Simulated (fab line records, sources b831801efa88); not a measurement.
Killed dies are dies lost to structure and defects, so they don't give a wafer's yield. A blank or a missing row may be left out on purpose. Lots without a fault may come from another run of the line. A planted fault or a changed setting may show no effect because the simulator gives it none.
fab line records | flow sky130
record lots=12 wafers=36 last_day=50
route steps=708 shown METAL3@533 CAP2M@607 METAL4@635 VIA4@639 PAD_OPEN@708
lots that met no fault: from a run of the same line without faults
start_h: hours from the record's first day to the start of the lot's first wafer shown | wait_h: hours since the lot's step before | " the same as in the row above | L1.1+2: a row that stands for several wafers | - no value, or no start given | * or withheld: withheld | < > ~ a bound
route shown NAME@n: a module of which the file shows steps, and the number in the route of the first | usual: mean/standard deviation of fault-free wafers | same: alike in all rows | chamber/n: place in a boat | sites: the reading at each site | _std_site: their standard deviation | _edge_site: outer sites' mean less inner sites' | radius_mm: how far each site lies from the wafer's centre | mask NAME#n: copy n | behind: the tool/chamber that last shaped the wafer | hold: why the lot was held/for how many hours/how that ended | device: the transistor (n, p or np) that didn't switch | end of line: the same wafers' tests at the end of the route | a step without rows: its recipe alone | killed: dies lost to structure and defects at the first sort, not the wafer's yield | map: a wafer's dies, x killed, . not, _ none there
set.NAME: the setting as run; set.NAME@STEP: as run at that earlier step | model.NAME: the simulator's own value behind a step, which no gauge read
steps of the route over a sample of lots; a table a step, a row a wafer
services: from which hour (start_h, from the record's first day; less than 0 if before it) a tool's chamber was out of use, for how many hours, and why
## steps
# step SKY_METAL3_SPUTTER_01
# recipe material=TiN target_thk_nm=20 power_w=6500 time_s=16.7 chamber_pressure_pa=0.4
# usual throttle_valve_pct=30.1/1.2
# columns lot.wafer tool chamber start_h wait_h throttle_valve_pct
L201.2 pvd_sputter-03 - 887.48 0.0 29.8
L201.3 " - " " 31.6
L201.5 " - " " 30.8
L203.2 pvd_sputter-02 - 904.49 0.0 30.0
L203.3 " - " " 28.8
L203.4 " - " " 30.7
L204.3 pvd_sputter-03 - 905.82 0.0 28.6
L204.4 " - " " 30.9
L204.5 " - " " 31.6
L209.4 pvd_sputter-02 - 946.50 0.0 31.3
L209.5 " - " " 30.6
L209.6 " - " " 28.4
L213.2 pvd_sputter-04 - 965.63 0.0 28.8
L213.3 " - " " 31.2
L213.6 " - " " 28.7
L214.1 pvd_sputter-04 - 974.11 0.0 28.0
L214.4 " - " " 28.7
L214.6 " - " " 28.2
L215.1 pvd_sputter-04 - 975.28 0.6 28.5
L215.2 " - " " 28.3
L215.3 " - " " 31.5
L216.2 pvd_sputter-03 - 992.68 0.0 30.7
L216.4 " - " " 31.7
L216.5 " - " " 29.9
L217.3 pvd_sputter-03 - 995.15 0.0 30.8
L217.4 " - " " 31.7
L217.5 " - " " 30.6
L218.1 pvd_sputter-02 - 1001.27 0.0 28.7
L218.3 " - " " 30.6
L218.4 " - " " 30.2
L219.2 pvd_sputter-04 - 1008.90 0.0 28.2
L219.3 " - " " 28.6
L219.4 " - " " 31.3
L220.2 pvd_sputter-02 - 1011.23 0.0 31.0
L220.5 " - " " 30.2
L220.6 " - " " 30.8
# step SKY_CAP2M_THK_MEAS_04
# recipe thk_meas_gauge=xrf reads=TiN_of_CAP2M_SPUTTER_02
# usual CAP2M_TIN_THK=199.5/2.3
# columns lot.wafer tool chamber start_h wait_h CAP2M_TIN_THK[nm]
L201.2 film_metro-04 - 966.70 0.1 199.2
L201.3 " - " " 200.1
L201.5 " - " " 198.3
L203.2 film_metro-04 - 981.17 0.1 199.0
L203.3 " - " " 201.8
L203.4 " - " " 199.7
L204.3 film_metro-04 - 983.38 0.1 200.5
L204.4 " - " " 201.8
L204.5 " - " " 200.5
L209.4 film_metro-04 - 1022.71 0.1 201.5
L209.5 " - " " 200.8
L209.6 " - " " 202.6
L213.2 film_metro-04 - 1039.71 0.1 196.7
L213.3 " - " " 195.3
L213.6 " - " " 195.8
L214.1 film_metro-02 - 1047.94 0.1 201.4
L214.4 " - " " 200.4
L214.6 " - " " 203.4
L215.1 film_metro-04 - 1048.14 0.1 196.6
L215.2 " - " " 197.0
L215.3 " - " " 196.6
L216.2 film_metro-02 - 1064.51 0.1 202.3
L216.4 " - " " 200.1
L216.5 " - " " 196.1
L217.3 film_metro-02 - 1069.15 0.1 197.9
L217.4 " - " " 198.8
L217.5 " - " " 199.4
L218.1 film_metro-02 - 1073.47 0.1 199.7
L218.3 " - " " 197.8
L218.4 " - " " 201.0
L219.2 film_metro-04 - 1078.22 0.1 197.3
L219.3 " - " " 197.5
L219.4 " - " " 197.1
L220.2 film_metro-02 - 1081.71 0.1 203.2
L220.5 " - " " 204.6
L220.6 " - " " 202.3
# step SKY_METAL4_STRIP_19
# recipe chemistry=O2/N2 power_w=1400 pressure_mtorr=1500 platen_temp_c=withheld o2_flow_sccm=3000 n2_flow_sccm=300 overash_fraction=0.5
# usual drypump_motor_current_A=5.5/0.59 oes_product_au=0.500/0.0068 strip_time_to_endpoint_s=6.48/0.11
# columns lot.wafer tool chamber start_h wait_h drypump_motor_current_A oes_product_au rf_hours_counter_h strip_time_to_endpoint_s
L201.2 plasma_asher-01 1 1013.64 0.2 6.3 0.504 115 6.68
L201.3 " 0 " " 5.2 0.505 - 6.65
L201.5 " 0 " " 5.2 0.503 - 6.48
L203.2 plasma_asher-03 1 1027.21 0.1 5.8 0.509 59 6.61
L203.3 " 0 " " 4.8 0.515 - 6.65
L203.4 " 1 " " 5.8 0.493 - 6.41
L204.3 plasma_asher-03 0 1029.94 0.1 4.8 0.502 - 6.50
L204.4 " 1 " " 5.9 0.501 - 6.50
L204.5 " 1 " " 5.9 0.495 - 6.49
L209.4 plasma_asher-03 1 1067.28 0.1 5.9 0.491 - 6.27
L209.5 " 0 " " 4.8 0.493 - 6.24
L209.6 " 1 " " 5.8 0.511 - 6.54
L213.2 plasma_asher-04 0 1083.47 0.1 4.8 0.501 97 6.60
L213.3 " 1 " " 6.2 0.497 - 6.42
L213.6 " 1 " " 6.2 0.521 - 6.64
L214.1 plasma_asher-03 1 1091.53 0.1 5.8 0.494 66 6.41
L214.4 " 1 " " 5.8 0.493 - 6.38
L214.6 " 0 " " 4.8 0.487 - 6.31
L215.1 plasma_asher-04 1 1091.88 0.1 6.2 0.501 98 6.53
L215.2 " 0 " " 4.8 0.497 98 6.46
L215.3 " 1 " " 6.2 0.500 - 6.48
L216.2 plasma_asher-04 1 1105.67 0.1 6.2 0.507 100 6.64
L216.4 " 0 " " 4.9 0.503 - 6.60
L216.5 " 1 " " 6.2 0.502 - 6.63
L217.3 plasma_asher-01 0 1111.60 0.1 5.2 0.499 - 6.52
L217.4 " 1 " " 6.3 0.508 - 6.68
L217.5 " 1 " " 6.3 0.500 - 6.53
L218.1 plasma_asher-01 1 1115.07 0.1 6.3 0.515 5 6.59
L218.3 " 1 " " 6.3 0.497 - 6.63
L218.4 " 0 " " 5.2 0.498 - 6.43
L219.2 plasma_asher-03 1 1119.51 0.1 5.9 0.496 69 6.38
L219.3 " 1 " " 5.9 0.492 - 6.40
L219.4 " 0 " " 4.8 0.495 - 6.40
L220.2 plasma_asher-03 0 1122.82 0.1 4.8 0.501 69 6.43
L220.5 " 0 " " 4.8 0.497 - 6.45
L220.6 " 1 " " 5.8 0.499 - 6.53
# step SKY_VIA4_HDPCVD_00
# recipe material=SiO2 target_thk_nm=1750 sigma_open_frac=0.3 time_s=291.7 temp_c=400 sih4_flow_sccm=60 pressure_mtorr=6
# usual pressure_mtorr=6.000/0.013 run_length_s=319.5/0.48 sih4_flow_sccm=60.02/0.19
# columns lot.wafer tool chamber start_h wait_h pressure_mtorr run_length_s sih4_flow_sccm
L201.2 hdpcvd-02 2 1014.24 0.0 6.005 242.4 60.15
L201.3 " 0 " " 6.018 241.7 60.05
L201.5 " 1 " " 6.018 242.2 59.71
L203.2 hdpcvd-02 1 1027.89 0.0 5.988 242.0 59.99
L203.3 " 2 " " 5.999 242.2 60.43
L203.4 " 1 " " 5.963 242.5 60.22
L204.3 hdpcvd-02 2 1030.95 0.0 6.010 241.9 59.98
L204.4 " 2 " " 5.987 241.6 59.75
L204.5 " 1 " " 6.014 242.1 59.82
L209.4 hdpcvd-01 1 1067.93 0.1 6.018 319.0 59.83
L209.5 " 2 " " 5.991 319.3 59.89
L209.6 " 0 " " 6.003 319.2 60.01
L213.2 hdpcvd-01 1 1084.07 0.0 5.983 319.5 60.28
L213.3 " 0 " " 6.001 319.5 60.32
L213.6 " 2 " " 5.989 319.0 59.91
L214.1 hdpcvd-01 2 1092.16 0.0 6.000 319.3 59.98
L214.4 " 0 " " 5.998 319.3 59.70
L214.6 " 2 " " 6.001 319.3 59.93
L215.1 hdpcvd-02 1 1092.51 0.0 6.008 319.9 59.93
L215.2 " 0 " " 6.008 319.9 59.90
L215.3 " 2 " " 6.015 319.5 60.02
L216.2 hdpcvd-02 0 1106.27 0.0 6.006 319.5 59.91
L216.4 " 1 " " 5.988 319.8 59.86
L216.5 " 0 " " 6.014 319.7 60.11
L217.3 hdpcvd-01 0 1112.20 0.0 5.974 319.5 60.24
L217.4 " 0 " " 5.988 319.1 59.96
L217.5 " 1 " " 6.003 318.4 59.71
L218.1 hdpcvd-01 2 1115.69 0.0 6.000 319.1 60.06
L218.3 " 1 " " 5.996 318.8 60.15
L218.4 " 2 " " 6.007 319.0 60.08
L219.2 hdpcvd-01 2 1120.13 0.0 6.005 319.7 59.97
L219.3 " 0 " " 5.982 319.1 60.10
L219.4 " 1 " " 6.000 319.2 59.95
L220.2 hdpcvd-02 2 1123.53 0.0 5.997 319.6 60.09
L220.5 " 1 " " 6.019 319.7 59.97
L220.6 " 2 " " 6.003 319.9 59.87
# step SKY_VIA4_THK_MEAS_01
# recipe reads=SiO2_of_VIA4_HDPCVD_00
# usual VIA4_HDPCVD_THK=1737/19
# columns lot.wafer tool chamber start_h wait_h VIA4_HDPCVD_THK[nm]
L201.2 film_metro-04 - 1014.42 0.1 1265
L201.3 " - " " 1268
L201.5 " - " " 1269
L203.2 film_metro-04 - 1028.08 0.1 1265
L203.3 " - " " 1283
L203.4 " - " " 1274
L204.3 film_metro-03 - 1031.15 0.1 1272
L204.4 " - " " 1261
L204.5 " - " " 1296
L209.4 film_metro-04 - 1068.05 0.0 1726
L209.5 " - " " 1734
L209.6 " - " " 1722
L213.2 film_metro-04 - 1084.26 0.1 1723
L213.3 " - " " 1757
L213.6 " - " " 1737
L214.1 film_metro-04 - 1092.34 0.1 1780
L214.4 " - " " 1773
L214.6 " - " " 1766
L215.1 film_metro-04 - 1092.69 0.1 1751
L215.2 " - " " 1745
L215.3 " - " " 1723
L216.2 film_metro-01 - 1106.46 0.1 1710
L216.4 " - " " 1759
L216.5 " - " " 1709
L217.3 film_metro-01 - 1112.40 0.1 1745
L217.4 " - " " 1754
L217.5 " - " " 1740
L218.1 film_metro-01 - 1115.87 0.1 1762
L218.3 " - " " 1723
L218.4 " - " " 1762
L219.2 film_metro-03 - 1120.32 0.1 1735
L219.3 " - " " 1736
L219.4 " - " " 1720
L220.2 film_metro-04 - 1123.72 0.1 1705
L220.5 " - " " 1765
L220.6 " - " " 1709
# step SKY_PAD_OPEN_PROBE_99
# usual defect_limited_yield=82.3/2 killed_at_M0_to_M3=44/7.5 killed_at_M4_up=2.9/1.8 killed_at_contacts=24/5.1 killed_at_front_end=16/4.7 killed_at_other=0.3/0.46 killed_dies=87/9.9 killed_open=47/8 killed_short=39/6.3
# same gross_dies=492 killed_at_back_side=0
# columns lot.wafer tool chamber start_h wait_h defect_limited_yield[%] killed_at_M0_to_M3 killed_at_M4_up killed_at_contacts killed_at_front_end killed_at_other killed_dies killed_open killed_short
L201.2 prober-01 - 1103.75 0.1 83.9 48 1 18 11 1 79 35 43
L201.3 prober-01 - 1103.80 0.2 84.8 42 1 23 8 1 75 42 31
L201.5 prober-01 - 1103.90 0.2 79.1 60 3 23 16 1 103 49 53
L203.2 prober-02 - 1117.35 0.1 83.5 43 1 23 14 0 81 42 39
L203.3 prober-02 - 1117.40 0.2 85.4 34 2 23 13 0 72 38 34
L203.4 prober-02 - 1117.45 0.2 84.3 39 1 19 18 0 77 43 34
L204.3 prober-01 - 1119.96 0.2 80.1 43 3 31 21 0 98 51 47
L204.4 prober-01 - 1120.01 0.2 81.9 41 3 28 17 0 89 47 41
L204.5 prober-01 - 1120.06 0.2 82.7 36 4 22 23 0 85 44 41
L209.4 prober-01 - 1153.47 0.2 81.5 42 3 21 24 1 91 43 46
L209.5 prober-01 - 1153.52 0.2 78.9 51 7 23 23 0 104 53 50
L209.6 prober-01 - 1153.57 0.2 85.4 41 1 16 14 0 72 35 37
L213.2 prober-01 - 1167.25 0.1 80.3 57 3 22 15 0 97 57 40
L213.3 prober-01 - 1167.30 0.2 83.5 49 3 20 9 0 81 50 31
L213.6 prober-01 - 1167.45 0.2 84.3 41 3 15 18 0 77 43 34
L214.1 prober-02 - 1173.88 0.1 78.0 56 0 33 19 0 108 65 42
L214.4 prober-02 - 1174.03 0.2 80.3 53 3 33 8 0 97 50 47
L214.6 prober-02 - 1174.13 0.2 81.3 50 1 31 9 1 92 58 34
L215.1 prober-01 - 1174.47 0.1 84.1 32 3 24 19 0 78 36 42
L215.2 prober-01 - 1174.52 0.1 81.7 49 2 23 16 0 90 59 31
L215.3 prober-01 - 1174.57 0.2 80.1 44 3 29 21 1 98 57 41
L216.2 prober-02 - 1184.65 0.1 81.3 51 1 25 14 1 92 45 47
L216.4 prober-02 - 1184.75 0.2 86.4 33 3 21 8 2 67 39 28
L216.5 prober-02 - 1184.80 0.2 81.7 51 0 21 18 0 90 46 43
L217.3 prober-01 - 1190.75 0.2 81.9 46 4 25 13 1 89 55 34
L217.4 prober-01 - 1190.80 0.2 80.1 49 1 33 15 0 98 58 40
L217.5 prober-01 - 1190.85 0.2 81.7 46 2 27 14 1 90 45 44
L218.1 prober-02 - 1192.30 0.1 84.1 49 2 15 12 0 78 37 41
L218.3 prober-02 - 1192.40 0.2 87.6 33 1 20 7 0 61 31 30
L218.4 prober-02 - 1192.45 0.2 81.5 51 4 27 9 0 91 57 34
L219.2 prober-01 - 1196.72 0.1 83.3 33 7 22 19 1 82 42 40
L219.3 prober-01 - 1196.77 0.2 80.9 55 6 21 12 0 94 47 47
L219.4 prober-01 - 1196.82 0.2 85.6 31 1 30 9 0 71 44 27
L220.2 prober-02 - 1198.25 0.1 80.7 44 1 33 17 0 95 64 31
L220.5 prober-02 - 1198.40 0.2 80.7 53 1 18 22 1 95 54 40
L220.6 prober-02 - 1198.45 0.2 83.3 30 4 26 22 0 82 39 43
# killed by level:class
L201.2 VIA1:geometric_particle:short=11 VIA3:geometric_particle:open=8 VIA1:geometric_particle:open=7 METAL2:geometric_particle:short=7 CONTACT:geometric_particle:open=6 FIELD_ISO:geometric_particle:short=4 LI_CONTACT:geometric_particle:open=4 VIA2:geometric_particle:open=4
L201.3 VIA1:geometric_particle:open=12 CONTACT:geometric_particle:open=11 VIA2:geometric_particle:open=8 METAL1:geometric_particle:short=7 LI_CONTACT:geometric_particle:open=4 VIA1:geometric_particle:short=4 METAL2:geometric_particle:short=4 FIELD_ISO:geometric_particle:short=3
L201.5 VIA1:geometric_particle:open=14 METAL1:geometric_particle:short=8 VIA1:geometric_particle:short=8 VIA2:geometric_particle:open=8 VIA3:geometric_particle:open=7 FIELD_ISO:geometric_particle:short=6 LI_CONTACT:geometric_particle:open=6 METAL2:geometric_particle:short=5
L203.2 VIA1:geometric_particle:open=10 METAL2:geometric_particle:short=8 LI_CONTACT:geometric_particle:open=7 VIA2:geometric_particle:open=7 CONTACT:geometric_particle:open=6 FIELD_ISO:geometric_particle:open=5 LOCAL_INTERCONNECT:geometric_particle:short=5 FIELD_ISO:geometric_particle:short=4
L203.3 CONTACT:geometric_particle:open=10 LI_CONTACT:geometric_particle:open=5 VIA2:geometric_particle:open=5 FIELD_ISO:geometric_particle:open=4 VIA2:geometric_particle:short=4 VIA1:geometric_particle:open=4 METAL2:geometric_particle:short=4 VIA3:geometric_particle:short=4
L203.4 VIA1:geometric_particle:open=11 METAL2:geometric_particle:short=7 VIA3:geometric_particle:open=7 FIELD_ISO:geometric_particle:open=6 CONTACT:geometric_particle:open=6 FIELD_ISO:geometric_particle:short=5 LI_CONTACT:geometric_particle:short=5 POLY_GATE:geometric_particle:open=3
L204.3 CONTACT:geometric_particle:open=12 VIA1:geometric_particle:open=12 LI_CONTACT:geometric_particle:open=8 METAL1:geometric_particle:short=7 POLY_GATE:geometric_particle:short=6 VIA1:geometric_particle:short=5 FIELD_ISO:geometric_particle:short=5 METAL2:geometric_particle:short=5
L204.4 LI_CONTACT:geometric_particle:open=12 VIA1:geometric_particle:open=10 POLY_GATE:geometric_particle:short=7 CONTACT:geometric_particle:open=7 METAL3:geometric_particle:short=6 METAL2:geometric_particle:short=6 VIA3:geometric_particle:open=5 POLY_GATE:geometric_particle:open=4
L204.5 VIA2:geometric_particle:open=7 FIELD_ISO:geometric_particle:open=6 FIELD_ISO:geometric_particle:short=6 CONTACT:geometric_particle:open=6 METAL2:geometric_particle:short=6 VIA1:geometric_particle:open=5 LI_CONTACT:geometric_particle:open=4 LOCAL_INTERCONNECT:geometric_particle:short=4
L209.4 VIA1:geometric_particle:open=9 CONTACT:geometric_particle:open=8 VIA2:geometric_particle:open=8 POLY_GATE:geometric_particle:short=7 POLY_GATE:geometric_particle:open=6 VIA1:geometric_particle:short=5 METAL1:geometric_particle:short=5 METAL2:geometric_particle:short=4
L209.5 VIA1:geometric_particle:open=14 METAL1:geometric_particle:short=10 CONTACT:geometric_particle:open=10 FIELD_ISO:geometric_particle:open=8 FIELD_ISO:geometric_particle:short=6 VIA1:geometric_particle:short=6 LI_CONTACT:geometric_particle:open=6 VIA2:geometric_particle:open=6
L209.6 METAL2:geometric_particle:short=7 METAL1:geometric_particle:short=7 VIA1:geometric_particle:open=6 VIA3:geometric_particle:open=5 POLY_GATE:geometric_particle:open=4 LI_CONTACT:geometric_particle:open=4 LOCAL_INTERCONNECT:geometric_particle:short=4 CONTACT:geometric_particle:open=4
L213.2 VIA1:geometric_particle:open=16 VIA2:geometric_particle:open=11 CONTACT:geometric_particle:open=10 VIA3:geometric_particle:open=9 FIELD_ISO:geometric_particle:short=6 VIA1:geometric_particle:short=4 LOCAL_INTERCONNECT:geometric_particle:short=4 METAL2:geometric_particle:short=4
L213.3 VIA3:geometric_particle:open=12 VIA1:geometric_particle:open=10 VIA2:geometric_particle:open=9 METAL1:geometric_particle:short=6 LI_CONTACT:geometric_particle:short=4 LI_CONTACT:geometric_particle:open=4 LOCAL_INTERCONNECT:geometric_particle:open=4 LOCAL_INTERCONNECT:geometric_particle:short=4
L213.6 VIA1:geometric_particle:open=11 METAL1:geometric_particle:short=7 VIA3:geometric_particle:open=7 POLY_GATE:geometric_particle:open=6 LI_CONTACT:geometric_particle:open=6 FIELD_ISO:geometric_particle:short=4 METAL2:geometric_particle:short=4 VIA3:geometric_particle:short=3
L214.1 VIA1:geometric_particle:open=13 LI_CONTACT:geometric_particle:open=11 CONTACT:geometric_particle:open=10 VIA3:geometric_particle:open=8 VIA2:geometric_particle:open=7 VIA1:geometric_particle:short=6 LOCAL_INTERCONNECT:geometric_particle:short=6 METAL2:geometric_particle:short=6
L214.4 VIA1:geometric_particle:open=12 LI_CONTACT:geometric_particle:open=9 CONTACT:geometric_particle:open=9 METAL1:geometric_particle:short=7 VIA1:geometric_particle:short=7 LI_CONTACT:geometric_particle:short=6 VIA3:geometric_particle:open=6 METAL2:geometric_particle:short=6
L214.6 VIA1:geometric_particle:open=12 LI_CONTACT:geometric_particle:open=11 CONTACT:geometric_particle:open=9 LOCAL_INTERCONNECT:geometric_particle:short=6 VIA3:geometric_particle:open=6 METAL2:geometric_particle:short=5 VIA2:geometric_particle:open=5 METAL3:geometric_particle:short=5
L215.1 CONTACT:geometric_particle:open=9 POLY_GATE:geometric_particle:short=6 LI_CONTACT:geometric_particle:open=6 VIA2:geometric_particle:short=6 FIELD_ISO:geometric_particle:open=5 VIA1:geometric_particle:short=5 VIA1:geometric_particle:open=5 CONTACT:geometric_particle:short=4
L215.2 VIA1:geometric_particle:open=16 CONTACT:geometric_particle:open=12 METAL1:geometric_particle:short=7 VIA2:geometric_particle:open=6 VIA3:geometric_particle:open=6 FIELD_ISO:geometric_particle:open=4 FIELD_ISO:geometric_particle:short=4 POLY_GATE:geometric_particle:open=4
L215.3 VIA1:geometric_particle:open=18 CONTACT:geometric_particle:open=13 LI_CONTACT:geometric_particle:open=7 POLY_GATE:geometric_particle:open=6 CONTACT:geometric_particle:short=6 METAL2:geometric_particle:short=6 VIA3:geometric_particle:open=6 FIELD_ISO:geometric_particle:short=5
L216.2 VIA2:geometric_particle:open=11 LI_CONTACT:geometric_particle:open=9 VIA3:geometric_particle:open=9 CONTACT:geometric_particle:short=7 VIA1:geometric_particle:open=6 METAL3:geometric_particle:short=5 VIA3:geometric_particle:short=5 FIELD_ISO:geometric_particle:short=4
L216.4 CONTACT:geometric_particle:open=12 METAL1:geometric_particle:short=8 VIA3:geometric_particle:open=6 METAL3:geometric_particle:short=5 VIA2:geometric_particle:open=4 LI_CONTACT:geometric_particle:open=4 FIELD_ISO:geometric_particle:open=3 VIA1:geometric_particle:open=3
L216.5 VIA2:geometric_particle:open=9 METAL1:geometric_particle:short=8 VIA3:geometric_particle:open=8 CONTACT:geometric_particle:open=7 VIA1:geometric_particle:open=7 VIA1:geometric_particle:short=7 LI_CONTACT:geometric_particle:open=6 FIELD_ISO:geometric_particle:open=5
L217.3 VIA1:geometric_particle:open=14 CONTACT:geometric_particle:open=9 VIA2:geometric_particle:open=6 LOCAL_INTERCONNECT:geometric_particle:short=5 VIA3:geometric_particle:short=5 VIA3:geometric_particle:open=5 LI_CONTACT:geometric_particle:open=4 CONTACT:geometric_particle:short=4
L217.4 CONTACT:geometric_particle:open=18 VIA2:geometric_particle:open=12 VIA1:geometric_particle:open=8 LI_CONTACT:geometric_particle:open=7 VIA1:geometric_particle:short=7 METAL2:geometric_particle:short=6 POLY_GATE:geometric_particle:short=5 CONTACT:geometric_particle:short=5
L217.5 CONTACT:geometric_particle:open=11 VIA3:geometric_particle:open=9 LI_CONTACT:geometric_particle:open=7 VIA1:geometric_particle:short=6 VIA1:geometric_particle:open=6 POLY_GATE:geometric_particle:open=5 METAL1:geometric_particle:short=5 CONTACT:geometric_particle:short=5
L218.1 VIA1:geometric_particle:open=11 METAL2:geometric_particle:short=7 VIA2:geometric_particle:open=7 LI_CONTACT:geometric_particle:open=6 VIA3:geometric_particle:short=6 CONTACT:geometric_particle:short=5 VIA2:geometric_particle:short=4 METAL3:geometric_particle:short=4
L218.3 VIA2:geometric_particle:open=7 CONTACT:geometric_particle:open=6 CONTACT:geometric_particle:short=5 METAL2:geometric_particle:short=5 VIA1:geometric_particle:open=5 VIA3:geometric_particle:open=4 METAL1:geometric_particle:short=4 LI_CONTACT:geometric_particle:open=3
L218.4 CONTACT:geometric_particle:open=11 VIA1:geometric_particle:open=10 VIA3:geometric_particle:open=10 VIA2:geometric_particle:open=9 LI_CONTACT:geometric_particle:open=5 METAL2:geometric_particle:short=5 FIELD_ISO:geometric_particle:open=4 LI_CONTACT:geometric_particle:short=4
L219.2 CONTACT:geometric_particle:open=9 METAL3:geometric_particle:short=7 VIA1:geometric_particle:open=6 POLY_GATE:geometric_particle:open=5 LI_CONTACT:geometric_particle:open=5 CONTACT:geometric_particle:short=5 VIA2:geometric_particle:open=5 FIELD_ISO:geometric_particle:open=4
L219.3 VIA1:geometric_particle:open=14 CONTACT:geometric_particle:open=8 METAL1:geometric_particle:short=6 POLY_GATE:geometric_particle:short=6 VIA1:geometric_particle:short=6 VIA2:geometric_particle:open=6 LI_CONTACT:geometric_particle:open=5 VIA3:geometric_particle:open=5
L219.4 VIA1:geometric_particle:open=10 LI_CONTACT:geometric_particle:open=8 CONTACT:geometric_particle:open=8 VIA2:geometric_particle:open=6 LOCAL_INTERCONNECT:geometric_particle:short=5 POLY_GATE:geometric_particle:open=4 LI_CONTACT:geometric_particle:short=4 CONTACT:geometric_particle:short=3
L220.2 VIA1:geometric_particle:open=17 CONTACT:geometric_particle:open=16 LI_CONTACT:geometric_particle:open=10 VIA3:geometric_particle:open=6 POLY_GATE:geometric_particle:short=5 POLY_GATE:geometric_particle:open=5 CONTACT:geometric_particle:short=5 VIA1:geometric_particle:short=5
L220.5 VIA1:geometric_particle:open=12 LI_CONTACT:geometric_particle:open=9 FIELD_ISO:geometric_particle:open=7 VIA2:geometric_particle:open=7 METAL1:geometric_particle:short=6 VIA3:geometric_particle:open=6 VIA2:geometric_particle:short=6 FIELD_ISO:geometric_particle:short=5
L220.6 FIELD_ISO:geometric_particle:short=9 LI_CONTACT:geometric_particle:open=9 CONTACT:geometric_particle:open=9 VIA2:geometric_particle:open=5 VIA1:geometric_particle:open=5 VIA3:geometric_particle:open=5 POLY_GATE:geometric_particle:short=4 METAL2:geometric_particle:short=4
## services
# columns tool chamber start_h hours kind
hdpcvd-01 - 865.72 1.6 repair
pvd_sputter-02 - 883.96 8.4 repair
pvd_sputter-03 - 889.65 2.6 repair
plasma_asher-01 - 891.88 2.3 repair
pvd_sputter-03 - 919.19 7.1 repair
hdpcvd-01 0 920.10 9.0 repair
hdpcvd-01 - 939.86 4.6 repair
pvd_sputter-03 - 941.96 1.0 repair
pvd_sputter-03 - 945.83 4.2 repair
hdpcvd-01 - 950.25 2.2 repair
hdpcvd-02 - 950.25 15.0 pm
hdpcvd-02 0 950.25 15.0 vent_cycle
hdpcvd-02 1 950.25 15.0 vent_cycle
hdpcvd-02 0 951.00 2.0 repair
hdpcvd-01 - 952.05 0.6 repair
hdpcvd-02 - 965.25 14.6 pm
plasma_asher-04 - 971.54 20.2 pm
hdpcvd-02 0 980.43 25.7 repair
plasma_asher-04 - 991.74 2.8 pm
pvd_sputter-03 - 999.96 16.8 repair
plasma_asher-04 - 1025.45 9.0 repair
plasma_asher-01 - 1030.18 3.7 repair
plasma_asher-04 - 1032.10 1.4 repair
plasma_asher-01 - 1055.25 9.0 pm
## key
first_sign step=SKY_VIA4_HDPCVD_00 reading=run_length_s direction=down sigmas=99+ usual=* struck=*
effect step=SKY_VIA4_THK_MEAS_01 reading=VIA4_HDPCVD_THK direction=down sigmas=25 usual=1737 struck=1273
met_at SKY_VIA4_HDPCVD_00
struck_lots L201,L203,L204
not_acting_at SKY_METAL3_SPUTTER_01,SKY_CAP2M_THK_MEAS_04,SKY_METAL4_STRIP_19
fault kind=process_parameter_drift tool=hdpcvd-02 chamber=- onset_h=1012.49 steps=SKY_VIA4_HDPCVD_00 channel=time_s offset=* shape=step end_h=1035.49 acts_in=* stated=*
